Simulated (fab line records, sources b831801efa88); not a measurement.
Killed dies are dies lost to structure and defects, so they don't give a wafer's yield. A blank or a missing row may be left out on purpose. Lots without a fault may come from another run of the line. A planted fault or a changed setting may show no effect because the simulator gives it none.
fab line records | flow sfq_line
record lots=16 wafers=48 last_day=95
route steps=325 shown JJ@180 M5@207 R5@220
lots that met no fault: from a run of the same line without faults
start_h: hours from the record's first day to the start of the lot's first wafer shown | wait_h: hours since the lot's step before | " the same as in the row above | L1.1+2: a row that stands for several wafers | - no value, or no start given | * or withheld: withheld | < > ~ a bound
route shown NAME@n: a module of which the file shows steps, and the number in the route of the first | usual: mean/standard deviation of fault-free wafers | same: alike in all rows | chamber/n: place in a boat | sites: the reading at each site | _std_site: their standard deviation | _edge_site: outer sites' mean less inner sites' | radius_mm: how far each site lies from the wafer's centre | mask NAME#n: copy n | behind: the tool/chamber that last shaped the wafer | hold: why the lot was held/for how many hours/how that ended | device: the transistor (n, p or np) that didn't switch | end of line: the same wafers' tests at the end of the route | a step without rows: its recipe alone | killed: dies lost to structure and defects at the first sort, not the wafer's yield | map: a wafer's dies, x killed, . not, _ none there
set.NAME: the setting as run; set.NAME@STEP: as run at that earlier step | model.NAME: the simulator's own value behind a step, which no gauge read
steps of the route over a sample of lots; a table a step, a row a wafer
services: from which hour (start_h, from the record's first day; less than 0 if before it) a tool's chamber was out of use, for how many hours, and why
## steps
# step SFQ_TRILAYER_JJ_TRILAYER_DEP_SPUTTER_110
# recipe material=Al base_pressure_pa=1.33e-06 target_thk_nm=8 power_w=500 time_s=10 chamber_pressure_pa=0.4
# usual throttle_valve_pct=30.2/1
# columns lot.wafer tool chamber start_h wait_h throttle_valve_pct
L438.1 pvd_sputter-03 - 1408.36 0.0 30.0
L438.4 " - " " 30.9
L438.5 " - " " 31.0
L440.1 pvd_sputter-04 - 1432.36 0.0 29.6
L440.4 " - " " 30.7
L440.6 " - " " 29.6
L441.1 pvd_sputter-05 - 1437.30 0.0 28.2
L441.3 " - " " 30.8
L441.5 " - " " 27.7
L442.1 pvd_sputter-04 - 1443.28 0.0 29.9
L442.3 " - " " 30.5
L442.6 " - " " 29.6
L443.4 pvd_sputter-04 - 1464.88 0.0 30.6
L443.5 " - " " 29.4
L443.6 " - " " 29.4
L444.1 pvd_sputter-03 - 1473.28 0.0 31.2
L444.3 " - " " 29.8
L444.5 " - " " 29.9
L445.3 pvd_sputter-05 - 1513.13 0.0 31.6
L445.4 " - " " 27.9
L445.6 " - " " 31.4
L446.2 pvd_sputter-03 - 1516.73 0.0 29.7
L446.5 " - " " 31.1
L446.6 " - " " 30.2
L453.1 pvd_sputter-04 - 1555.26 0.0 29.3
L453.4 " - " " 30.5
L453.5 " - " " 29.7
L454.1 pvd_sputter-05 - 1566.18 0.0 31.3
L454.2 " - " " 30.8
L454.6 " - " " 31.4
L456.2 pvd_sputter-04 - 1575.78 0.0 30.5
L456.4 " - " " 29.6
L456.6 " - " " 29.8
L457.1 pvd_sputter-03 - 1576.98 0.0 31.1
L457.3 " - " " 29.7
L457.4 " - " " 30.1
L458.3 pvd_sputter-05 - 1582.98 0.0 31.3
L458.5 " - " " 31.6
L458.6 " - " " 28.0
L459.2 pvd_sputter-04 - 1586.58 0.0 30.5
L459.3 " - " " 29.8
L459.4 " - " " 29.4
L460.1 pvd_sputter-05 - 1591.38 0.0 31.0
L460.2 " - " " 30.8
L460.3 " - " " 31.4
L461.2 pvd_sputter-03 - 1592.58 0.0 29.8
L461.4 " - " " 31.3
L461.5 " - " " 29.7
# step SFQ_TRILAYER_M5_STRIP_STRIP_127
# recipe gas=O2 power_w=200 platen_temp_c=40 overash_fraction=0.65 chemistry=O2 pressure_mtorr=50
# usual drypump_motor_current_A=5.5/0.38 oes_product_au=1.003/0.011
# columns lot.wafer tool chamber start_h wait_h drypump_motor_current_A oes_product_au rf_hours_counter_h
L438.1 rie_metal-01 1 1417.31 0.1 5.4 1.000 118
L438.4 " 0 " " 5.4 1.001 -
L438.5 " 1 " " 5.4 1.014 -
L440.1 rie_metal-04 1 1542.90 0.3 5.2 1.003 26
L440.4 " 1 " " 5.1 1.005 -
L440.6 " 1 " " 5.2 1.002 -
L441.1 rie_metal-04 1 1655.30 0.1 5.1 1.001 40
L441.3 " 1 " " 5.1 1.001 -
L441.5 " 1 " " 5.1 1.005 -
L442.1 rie_metal-04 0 1658.90 0.1 5.3 1.001 35
L442.3 " 1 " " 5.1 0.996 -
L442.6 " 0 " " 5.3 0.991 -
L443.4 rie_metal-02 1 1676.82 0.3 6.4 0.994 -
L443.5 " 1 " " 6.4 0.997 -
L443.6 " 0 " " 5.3 1.015 -
L444.1 rie_metal-01 1 1685.02 0.1 5.3 1.024 19
L444.3 " 1 " " 5.3 1.024 -
L444.5 " 1 " " 5.3 1.030 -
L445.3 rie_metal-02 0 1726.27 0.3 5.3 1.011 -
L445.4 " 1 " " 6.4 0.995 -
L445.6 " 1 " " 6.4 0.994 -
L446.2 rie_metal-02 0 1729.67 0.1 5.3 1.007 91
L446.5 " 0 " " 5.3 1.007 -
L446.6 " 1 " " 6.4 1.000 -
L453.1 rie_metal-01 1 1770.47 0.1 5.4 1.015 37
L453.4 " 0 " " 5.4 0.996 -
L453.5 " 1 " " 5.4 1.011 -
L454.1 rie_metal-02 0 1782.47 0.1 5.3 1.009 99
L454.2 " 1 " " 6.5 0.995 54
L454.6 " 0 " " 5.3 1.007 -
L456.2 rie_metal-01 0 1792.54 0.1 5.4 0.983 95
L456.4 " 1 " " 5.4 1.011 -
L456.6 " 0 " " 5.4 0.992 -
L457.1 rie_metal-04 1 1793.74 0.1 5.2 1.022 64
L457.3 " 1 " " 5.2 1.006 -
L457.4 " 0 " " 5.3 0.995 -
L458.3 rie_metal-02 0 1796.34 0.3 5.3 1.004 -
L458.5 " 0 " " 5.3 1.001 -
L458.6 " 1 " " 6.4 1.008 -
L459.2 rie_metal-01 1 1800.94 0.1 5.4 1.012 42
L459.3 " 1 " " 5.4 1.016 -
L459.4 " 0 " " 5.4 0.987 -
L460.1 rie_metal-02 0 1805.74 0.1 5.3 0.998 102
L460.2 " 1 " " 6.4 0.996 58
L460.3 " 1 " " 6.4 1.005 -
L461.2 rie_metal-01 1 1808.14 0.1 5.4 1.016 43
L461.4 " 0 " " 5.4 0.994 -
L461.5 " 1 " " 5.4 1.015 -
# step SFQ_TRILAYER_R5_LITHO_EXPOSE_137
# recipe mask_id=R5 na=0.6 source_shape=conventional sigma_outer=0.65 target_cd_nm=500 dose_mj=14.4
# usual exposure_dose_mJ_cm2=14.402/0.015
# same sigma_outer=0.65
# columns lot.wafer tool chamber start_h wait_h mask exposure_dose_mJ_cm2
L438.1 krf_scanner-02 0 1534.57 - R5#0 14.397
L438.4 " 0 " " R5#0 14.394
L438.5 " 0 " " R5#0 14.408
L440.1 krf_scanner-01 0 1566.67 - R5#0 14.426
L440.4 " 0 " " R5#0 14.403
L440.6 " 0 " " R5#0 14.414
L441.1 krf_scanner-02 0 1662.40 - R5#0 14.392
L441.3 " 0 " " R5#0 14.412
L441.5 " 0 " " R5#0 14.419
L442.1 krf_scanner-02 0 1666.93 - R5#0 14.410
L442.3 " 0 " " R5#0 14.393
L442.6 " 0 " " R5#0 14.395
L443.4 krf_scanner-02 0 1684.07 - R5#0 13.495
L443.5 " 0 " " R5#0 13.501
L443.6 " 0 " " R5#0 13.514
L444.1 krf_scanner-02 0 1692.47 - R5#0 13.507
L444.3 " 0 " " R5#0 13.505
L444.5 " 0 " " R5#0 13.519
L445.3 krf_scanner-02 0 1735.68 - R5#0 13.524
L445.4 " 0 " " R5#0 13.511
L445.6 " 0 " " R5#0 13.499
L446.2 krf_scanner-02 0 1740.28 - R5#0 13.498
L446.5 " 0 " " R5#0 13.507
L446.6 " 0 " " R5#0 13.509
L453.1 krf_scanner-01 0 1788.10 - R5#0 14.400
L453.4 " 0 " " R5#0 14.396
L453.5 " 0 " " R5#0 14.392
L454.1 krf_scanner-01 0 1790.50 - R5#0 14.437
L454.2 " 0 " " R5#0 14.457
L454.6 " 0 " " R5#0 14.441
L456.2 krf_scanner-01 0 1799.43 - R5#0 14.392
L456.4 " 0 " " R5#0 14.394
L456.6 " 0 " " R5#0 14.404
L457.1 krf_scanner-01 0 1800.43 - R5#0 14.416
L457.3 " 0 " " R5#0 14.420
L457.4 " 0 " " R5#0 14.410
L458.3 krf_scanner-01 0 1802.63 - R5#0 14.411
L458.5 " 0 " " R5#0 14.382
L458.6 " 0 " " R5#0 14.400
L459.2 krf_scanner-01 0 1807.23 - R5#0 14.379
L459.3 " 0 " " R5#0 14.391
L459.4 " 0 " " R5#0 14.363
L460.1 krf_scanner-01 0 1811.85 - R5#0 14.415
L460.2 " 0 " " R5#0 14.416
L460.3 " 0 " " R5#0 14.388
L461.2 krf_scanner-01 0 1815.65 - R5#0 14.401
L461.4 " 0 " " R5#0 14.389
L461.5 " 0 " " R5#0 14.401
# step SFQ_TRILAYER_R5_ETCH_METAL_ETCH_139
# recipe stop_on=SiO2 mask_material=PR chemistry=Cl2 target_depth_nm=60 icp_w=600 bias_w=80 pressure_mtorr=10 time_s=40
# usual drypump_motor_current_A=5.6/0.47 oes_product_au=0.992/0.0048
# columns lot.wafer tool chamber start_h wait_h drypump_motor_current_A oes_product_au rf_hours_counter_h
L438.1 rie_metal-02 0 1536.16 0.0 5.3 0.997 61
L438.4 " 1 " " 6.4 0.992 -
L438.5 " 0 " " 5.3 1.005 -
L440.1 rie_metal-02 0 1568.32 0.1 5.3 0.990 67
L440.4 " 0 " " 5.3 0.992 -
L440.6 " 0 " " 5.3 0.997 -
L441.1 rie_metal-04 0 1664.00 0.0 5.3 0.983 35
L441.3 " 1 " " 5.1 1.003 -
L441.5 " 1 " " 5.2 0.992 -
L442.1 rie_metal-03 1 1668.52 0.0 5.8 0.990 43
L442.3 " 0 " " 5.5 0.987 -
L442.6 " 1 " " 5.8 0.989 -
L443.4 rie_metal-04 1 1685.09 0.0 5.2 0.984 -
L443.5 " 0 " " 5.3 0.982 -
L443.6 " 1 " " 5.1 0.986 -
L444.1 rie_metal-03 0 1694.07 0.0 5.5 0.999 73
L444.3 " 1 " " 5.8 0.991 -
L444.5 " 0 " " 5.5 0.997 -
L445.3 rie_metal-02 0 1736.90 0.0 5.3 0.990 -
L445.4 " 1 " " 6.4 0.996 -
L445.6 " 0 " " 5.3 0.994 -
L446.2 rie_metal-03 1 1741.68 0.0 5.8 0.993 54
L446.5 " 1 " " 5.8 0.987 -
L446.6 " 0 " " 5.5 0.993 -
L453.1 rie_metal-02 0 1789.70 0.0 5.3 0.992 100
L453.4 " 1 " " 6.4 0.987 -
L453.5 " 1 " " 6.5 0.995 -
L454.1 rie_metal-02 0 1792.10 0.0 5.3 1.001 100
L454.2 " 1 " " 6.4 0.998 56
L454.6 " 1 " " 6.5 0.996 -
L456.2 rie_metal-04 1 1800.83 0.0 5.2 0.995 65
L456.4 " 0 " " 5.3 0.990 -
L456.6 " 0 " " 5.3 0.993 -
L457.1 rie_metal-02 0 1802.03 0.0 5.3 0.988 101
L457.3 " 1 " " 6.4 0.992 -
L457.4 " 0 " " 5.3 0.988 -
L458.3 rie_metal-04 0 1803.85 0.0 5.2 0.988 -
L458.5 " 0 " " 5.2 0.985 -
L458.6 " 1 " " 5.2 0.993 -
L459.2 rie_metal-02 1 1808.63 0.0 6.5 0.990 58
L459.3 " 0 " " 5.3 0.990 -
L459.4 " 1 " " 6.4 0.984 -
L460.1 rie_metal-02 1 1813.44 0.0 6.5 0.993 59
L460.2 " 0 " " 5.3 0.995 103
L460.3 " 1 " " 6.5 0.989 -
L461.2 rie_metal-04 0 1817.04 0.0 5.3 0.995 60
L461.4 " 1 " " 5.2 0.997 -
L461.5 " 1 " " 5.1 0.997 -
## services
# columns tool chamber start_h hours kind
krf_scanner-02 - 1422.63 0.8 pm
krf_scanner-01 - 1433.39 1.3 pm
rie_metal-02 - 1453.42 0.2 repair
krf_scanner-01 - 1466.88 0.2 repair
krf_scanner-02 - 1476.72 1.3 pm
krf_scanner-02 - 1481.09 4.4 pm
krf_scanner-02 - 1485.47 3.6 pm
krf_scanner-02 - 1489.64 0.7 repair
krf_scanner-01 - 1491.24 0.8 pm
rie_metal-02 - 1504.21 0.7 repair
krf_scanner-01 - 1505.55 4.0 pm
krf_scanner-01 - 1510.26 0.2 repair
krf_scanner-01 - 1516.48 0.3 repair
krf_scanner-01 - 1534.68 1.0 pm
rie_metal-04 0 1538.48 6.0 repair
krf_scanner-02 - 1542.97 1.0 pm
rie_metal-02 1 1546.70 27.2 repair
krf_scanner-02 - 1592.42 0.8 pm
krf_scanner-01 - 1609.34 1.3 pm
krf_scanner-01 - 1642.12 4.5 repair
rie_metal-04 0 1668.23 7.6 repair
krf_scanner-01 - 1704.83 1.0 pm
krf_scanner-01 - 1784.28 1.3 pm
rie_metal-04 1 1809.49 3.3 repair
## key
first_sign step=SFQ_TRILAYER_R5_LITHO_EXPOSE_137 reading=exposure_dose_mJ_cm2 direction=down sigmas=59 usual=14.402 struck=13.507
effect none on later readings
met_at SFQ_TRILAYER_R5_LITHO_EXPOSE_137
struck_lots L443,L444,L445,L446
not_acting_at SFQ_TRILAYER_JJ_TRILAYER_DEP_SPUTTER_110,SFQ_TRILAYER_M5_STRIP_STRIP_127,SFQ_TRILAYER_R5_ETCH_METAL_ETCH_139
onset_between 1666.93 1684.07
fault kind=process_parameter_drift tool=krf_scanner-02 chamber=- onset_h=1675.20 steps=SFQ_TRILAYER_R5_LITHO_EXPOSE_137 channel=dose_mj offset=-0.89451 shape=step acts_in=these_recipes_only stated=14.4
